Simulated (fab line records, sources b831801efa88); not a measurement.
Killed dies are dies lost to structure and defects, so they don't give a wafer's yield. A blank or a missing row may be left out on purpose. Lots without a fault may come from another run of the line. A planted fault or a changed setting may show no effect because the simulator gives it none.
A struck lot beside a sound one | flow sky130 | 22 steps out of a route of 708
Sound: wafers L659.3, L659.4, L659.5. Struck: wafer L673.4. (L673.2, L673.3 of the same lot were not struck and are left out.) The cause comes at the end.
At each step with rows: each side's tool, then ch and its chambers, then its first start. Under that, the readings that differ: sound wafers | struck wafers | difference of the means | sigmas: that difference in standard deviations of wafers without a fault.
alike: readings whose means differ by less than 2 such deviations, and words and numbers that are the same on both sides. not compared: withheld readings, readings that some wafer has no value for, bounds like >300 that may hide the same value, and numbers for which the record gives no deviation and whose values overlap.
The two part at a step that has a row with sigmas, a row that says differs or no value, or rows on one side only. Numbers that don't overlap but have no deviation are shown without sigmas and don't part them. A reading that every wafer of one side lacks parts them only if that side has two wafers or more.

first, 1 step without rows for these wafers: SKY_SONOS_ONO_DEVELOP_12 (develop time 60 s).
SKY_SONOS_ONO_CD_MEAS_13: target cd 410 nm.
  sound on cd_sem-01, day 14 03:41; struck on cd_sem-02, day 18 17:37
  alike: cd_nm
SKY_SONOS_ONO_OVL_MEAS_14:
  sound on overlay-02, day 14 03:46; struck on overlay-01, day 18 17:43
  alike: SONOS_ONO_OVL
SKY_SONOS_ONO_ETCH_15: etches the open film in CHF3/O2, target depth 19.52 nm, time 7.8 s.
  sound on rie_diel-04 ch 1,3, day 14 03:48; struck on rie_diel-04 ch 2, day 18 17:45
  alike: drypump_motor_current_A, oes_product_au, throttle_valve_pct
  not compared: rf_hours_counter_h
then, 1 step without rows for these wafers: SKY_SONOS_ONO_WET_ETCH_16 (etches SiO2 in dHF, target depth 14 nm, time 280 s).
SKY_SONOS_ONO_STRIP_17: strips in O2/N2.
  sound on plasma_asher-01 ch 0,1, day 14 03:56; struck on plasma_asher-01 ch 1, day 18 17:52
  reading                      | sound             | struck | difference | sigmas
  strip_time_to_endpoint_s (s) | 14.16 14.14 14.19 | 14.05  | -0.11      | -3
  alike: drypump_motor_current_A, n2_flow_sccm, oes_product_au
  not compared: rf_hours_counter_h
then, 3 steps without rows for these wafers: SKY_SONOS_ONO_WET_ETCH_18 (etches Si3N4 in H3PO4, target depth 15 nm, time 172 s); SKY_GATE_OXIDE_CLEAN_00 (cleans in SC1/SC2, time 150 s); SKY_GATE_OXIDE_OXIDATION_01 (stabilise 600 s, purge 300 s, target thk 10.268 nm).
SKY_GATE_OXIDE_THK_MEAS_02:
  sound on film_metro-04, day 14 06:16; struck on film_metro-03, day 18 21:55
  reading                          | sound            | struck | difference | sigmas
  GATE_OXIDE_OXIDATION_00_THK (nm) | 9.99 10.08 10.11 | 10.45  | +0.39      | +2
then, 2 steps without rows for these wafers: SKY_GATE_OXIDE_DEHYDRATE_03 (time 60 s); SKY_GATE_OXIDE_HMDS_04 (prime time 60 s).
SKY_GATE_OXIDE_COAT_05: resist thk 1140 nm.
  sound on litho_track-01 ch 0, day 14 19:38; struck on litho_track-01 ch 0, day 19 12:10
  reading                                         | sound          | struck | difference | sigmas
  model.NOVOLAK_of_GATE_OXIDE_COAT_05.thk_nm (nm) | 1139 1138 1139 | 440.1  | -698.6     |
  alike: exhaust_pa
then, 3 steps without rows for these wafers: SKY_GATE_OXIDE_SOFTBAKE_06 (time 60 s); SKY_GATE_OXIDE_EXPOSE_07 (exposes mask LVOM, target cd 600 nm); SKY_GATE_OXIDE_PEB_08.
SKY_GATE_OXIDE_DEVELOP_09: develop time 60 s.
  sound on litho_track-04 ch 0, day 15 07:50; struck on litho_track-02 ch 0, day 20 03:59
  reading                                         | sound          | struck | difference | sigmas
  model.NOVOLAK_of_GATE_OXIDE_COAT_05.thk_nm (nm) | 1138 1137 1139 | 439.7  | -698.3     |
  alike: exhaust_pa
SKY_GATE_OXIDE_OVL_MEAS_10:
  sound on overlay-02, day 15 07:57; struck on overlay-02, day 20 04:07
  alike: GATE_OXIDE_OVL
then, 2 steps without rows for these wafers: SKY_GATE_OXIDE_IMPLANT_11; SKY_GATE_OXIDE_WET_ETCH_12 (etches SiO2 in dHF, target depth 16.8 nm, time 336 s).
SKY_GATE_OXIDE_STRIP_13: strips in O2/N2.
  sound on plasma_asher-03 ch 0,1, day 15 08:16; struck on plasma_asher-02 ch 0, day 20 04:24
  reading                      | sound             | struck | difference | sigmas
  oes_product_au (a.u.)        | 0.715 0.720 0.717 | 0.482  | -0.235     | -59
  strip_time_to_endpoint_s (s) | 14.15 14.15 14.16 | 5.93   | -8.22      | -99 or more
  alike: drypump_motor_current_A, n2_flow_sccm
  not compared: rf_hours_counter_h
SKY_GATE_OXIDE_TW_MEAS_14:
  sound on film_metro-04, day 15 08:21; struck on film_metro-01, day 20 04:31
  alike: GATE_OXIDE_TW

WHERE THEY PART
First at SKY_SONOS_ONO_STRIP_17; last, within this record, at SKY_GATE_OXIDE_STRIP_13. Later steps at which nothing parts them and some readings are alike: SKY_GATE_OXIDE_TW_MEAS_14.

WHY: what the simulator had put in
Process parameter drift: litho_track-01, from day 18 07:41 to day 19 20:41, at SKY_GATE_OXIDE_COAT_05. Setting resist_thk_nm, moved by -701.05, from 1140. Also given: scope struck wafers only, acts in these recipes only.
